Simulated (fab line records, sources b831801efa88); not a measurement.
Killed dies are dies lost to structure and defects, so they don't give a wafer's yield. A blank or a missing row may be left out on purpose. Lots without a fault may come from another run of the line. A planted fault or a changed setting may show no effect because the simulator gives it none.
Which tool did it? | flow sky130 | 12 lots, 36 wafers sampled, at 5 steps of a route of 708

WHAT THE GAUGES READ, wafer by wafer
SKY_VT_ADJUST_LVTN_OVL_MEAS_18.
lot  | measured     | on         | VT_ADJUST_LVTN_01_OVL (nm)
L199 | day 8 16:12  | overlay-02 | 1.7 2.3 1.5
L200 | day 8 22:56  | overlay-01 | -1.9 -1.0 -1.0
L201 | day 9 04:30  | overlay-01 | -0.4 0.0 -0.9
L203 | day 9 18:07  | overlay-02 | -2.5 -1.8 -1.1
L204 | day 10 05:04 | overlay-02 | 0.9 1.1 1.2
L205 | day 10 16:03 | overlay-01 | -2.6 -3.0 -1.7
L206 | day 10 18:35 | overlay-01 | 1.0 0.5 0.7
L207 | day 11 03:38 | overlay-01 | -1.1 -0.5 -1.8
L208 | day 11 08:08 | overlay-01 | -3.0 -1.8 -3.4
L213 | day 12 18:10 | overlay-01 | -1.1 -1.2 -0.3
L215 | day 13 09:24 | overlay-01 | -3.0 -1.3 -2.9
L217 | day 14 00:52 | overlay-01 | -3.3 -3.3 -3.1

SKY_GATE_OXIDE_OVL_MEAS_10.
lot  | measured     | on         | GATE_OXIDE_OVL (nm)
L199 | day 15 01:11 | overlay-02 | 2.7 2.0 2.8
L200 | day 15 10:09 | overlay-02 | 0.8 0.9 1.0
L201 | day 15 14:49 | overlay-02 | 0.8 1.9 1.5
L203 | day 16 14:05 | overlay-01 | 1.2 0.2 2.6
L204 | day 16 23:27 | overlay-02 | 3.2 0.8 2.0
L205 | day 17 09:37 | overlay-01 | 0.7 1.4 0.5
L206 | day 17 09:43 | overlay-02 | 1.7 3.4 2.6
L207 | day 18 01:34 | overlay-02 | 0.2 1.4 1.6
L208 | day 19 16:44 | overlay-02 | 0.6 1.3 1.7
L213 | day 20 00:55 | overlay-01 | -0.6 0.1 0.6
L215 | day 20 15:49 | overlay-02 | 2.0 2.3 2.9
L217 | day 21 10:22 | overlay-02 | -1.7 -2.0 -1.1

SKY_POLY_CUT_CD_MEAS_08: target cd 270 nm.
lot  | measured     | on        | cd_nm (nm)
L199 | day 26 05:26 | cd_sem-01 | 270.4 270.0 268.7
L200 | day 26 04:55 | cd_sem-02 | 269.6 269.0 269.3
L201 | day 26 05:16 | cd_sem-02 | 269.8 272.4 270.6
L203 | day 27 00:32 | cd_sem-02 | 268.6 268.3 268.9
L204 | day 27 10:04 | cd_sem-01 | 270.8 270.0 270.9
L205 | day 27 23:59 | cd_sem-02 | 268.4 270.2 269.6
L206 | day 27 23:06 | cd_sem-01 | 268.4 269.1 270.8
L207 | day 28 11:32 | cd_sem-01 | 268.7 268.6 268.9
L208 | day 29 23:06 | cd_sem-01 | 270.0 270.8 271.0
L213 | day 30 04:05 | cd_sem-01 | 269.7 271.0 270.1
L215 | day 30 20:25 | cd_sem-01 | 269.7 270.6 269.4
L217 | day 31 12:55 | cd_sem-02 | 270.2 273.1 272.6

WHICH TOOL RAN EACH LOT (tool, then ch and the chambers of the sampled wafers, then the start)
lot  | SKY_POLY_GATE_ETCH_17            | SKY_POLY_GATE_STRIP_18
L199 | rie_si-02 ch 0,1,2, day 18 08:57 | plasma_asher-01 ch 0,1, day 18 09:01
L200 | rie_si-01 ch 0,1,2, day 18 09:18 | plasma_asher-02 ch 0,1, day 18 09:22
L201 | rie_si-02 ch 1,3, day 18 09:43   | plasma_asher-01 ch 0,1, day 18 09:47
L203 | rie_si-02 ch 0,1,3, day 19 07:36 | plasma_asher-04 ch 0,1, day 19 07:40
L204 | rie_si-01 ch 0,1,3, day 19 15:50 | plasma_asher-02 ch 0,1, day 19 15:53
L205 | rie_si-02 ch 1,2,3, day 20 07:23 | plasma_asher-04 ch 0, day 20 07:26
L206 | rie_si-01 ch 0,1, day 20 06:42   | plasma_asher-01 ch 0,1, day 20 06:47
L207 | rie_si-02 ch 0,1,2, day 20 21:02 | plasma_asher-04 ch 0,1, day 20 21:05
L208 | rie_si-01 ch 0,1,3, day 22 11:35 | plasma_asher-04 ch 0,1, day 22 11:38
L213 | rie_si-01 ch 0,3, day 22 19:31   | plasma_asher-04 ch 0,1, day 22 19:37
L215 | rie_si-02 ch 0,3, day 23 11:20   | plasma_asher-04 ch 0, day 23 11:23
L217 | rie_si-02 ch 0,1, day 24 05:23   | plasma_asher-01 ch 0,1, day 24 05:28
- SKY_POLY_GATE_ETCH_17: etches poly-Si in HBr/Cl2, stops on SiO2, target depth 180 nm, time 70.5 s.
- SKY_POLY_GATE_STRIP_18: strips in O2/N2.

WHAT THE TOOLS THEMSELVES READ (means of the sampled wafers that have a number; where no wafer has one, the mark that the record gives instead)
SKY_POLY_GATE_ETCH_17.
lot  | tool      | drypump_motor_current_A (A) | oes_product_au (a.u.) | run_length_s (s) | throttle_valve_pct (%)
L199 | rie_si-02 | 5.8                         | 0.994                 | 98.8             | 33.680
L200 | rie_si-01 | 5.3                         | 0.981                 | 99.1             | 33.683
L201 | rie_si-02 | 6.1                         | 0.986                 | 99.0             | 33.681
L203 | rie_si-02 | 6.0                         | 0.990                 | 98.7             | 33.687
L204 | rie_si-01 | 5.6                         | 0.992                 | 99.0             | 33.680
L205 | rie_si-02 | 5.6                         | 0.995                 | 98.6             | 33.686
L206 | rie_si-01 | 5.7                         | 0.986                 | 99.2             | 33.684
L207 | rie_si-02 | 5.8                         | 0.986                 | 98.6             | 33.679
L208 | rie_si-01 | 5.6                         | 0.988                 | 99.0             | 33.683
L213 | rie_si-01 | 5.5                         | 0.927                 | 107.2            | 33.683
L215 | rie_si-02 | 5.7                         | 0.986                 | 98.4             | 33.685
L217 | rie_si-02 | 6.3                         | 0.981                 | 99.3             | 33.686

SKY_POLY_GATE_STRIP_18.
lot  | tool            | drypump_motor_current_A (A) | n2_flow_sccm (sccm) | oes_product_au (a.u.) | strip_time_to_endpoint_s (s)
L199 | plasma_asher-01 | 5.1                         | 300.7               | 0.361                 | 3.150
L200 | plasma_asher-02 | 5.8                         | 299.8               | 0.362                 | 3.185
L201 | plasma_asher-01 | 5.1                         | 299.6               | 0.362                 | 3.180
L203 | plasma_asher-04 | 5.7                         | 299.7               | 0.362                 | 3.185
L204 | plasma_asher-02 | 5.8                         | 301.0               | 0.362                 | 3.145
L205 | plasma_asher-04 | 5.7                         | 299.9               | 0.363                 | 3.155
L206 | plasma_asher-01 | 5.1                         | 300.4               | 0.363                 | 3.127
L207 | plasma_asher-04 | 5.6                         | 301.5               | 0.358                 | 3.141
L208 | plasma_asher-04 | 5.6                         | 299.5               | 0.363                 | 3.143
L213 | plasma_asher-04 | 5.6                         | 299.8               | 0.360                 | 3.056
L215 | plasma_asher-04 | 5.7                         | 300.8               | 0.361                 | 3.161
L217 | plasma_asher-01 | 5.1                         | 299.5               | 0.362                 | 3.181

THE ANSWER, worked out from the rows above alone
Rule: what is usual is taken from the lots themselves. Put in order of their means at a reading, lots are off if they are a third of the lots or fewer, leave a main group of 4 or more, and stand apart from it by a gap of 3 or more times the standard deviation of the main group's means; of several such gaps the widest counts. A main group whose means are all the same, to the digits that the tables above print for the reading, isn't used. A lot without any number at a reading at which 4 lots or more have one is off too. The other lots that the step has rows for count as sound. The gauges are gone through in route order, then the tools' own readings, and for those a lot's mean is taken as printed above. The first step at which some lot is off is used, and at that step the reading that is off furthest; a lot without a number counts as furthest.
Off: L213, at SKY_POLY_GATE_ETCH_17 (run_length_s). The main group: mean 98.9 s, standard deviation 0.27.
A tool fits if, at that step or a process step before it, it ran every lot that is off, and no sound lot after the first of them. One fits: rie_si-01 at SKY_POLY_GATE_ETCH_17. Its last sound lot is L208 (day 22 11:35), its first lot that is off L213 (day 22 19:31): a fault that began between those two fits.
The tool's own readings at SKY_POLY_GATE_ETCH_17 bear it out: on the lots that are off they differ by more than 5 times the standard deviation of the sound lots' means. oes_product_au reads 0.927 a.u. there against 0.988 a.u. on the sound lots; run_length_s reads 107.2 s there against 98.9 s on the sound lots.

WHAT THE SIMULATOR HAD PUT IN
Process parameter drift: rie_si-01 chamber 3, from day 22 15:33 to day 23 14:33, at SKY_POLY_GATE_ETCH_17. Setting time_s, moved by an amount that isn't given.
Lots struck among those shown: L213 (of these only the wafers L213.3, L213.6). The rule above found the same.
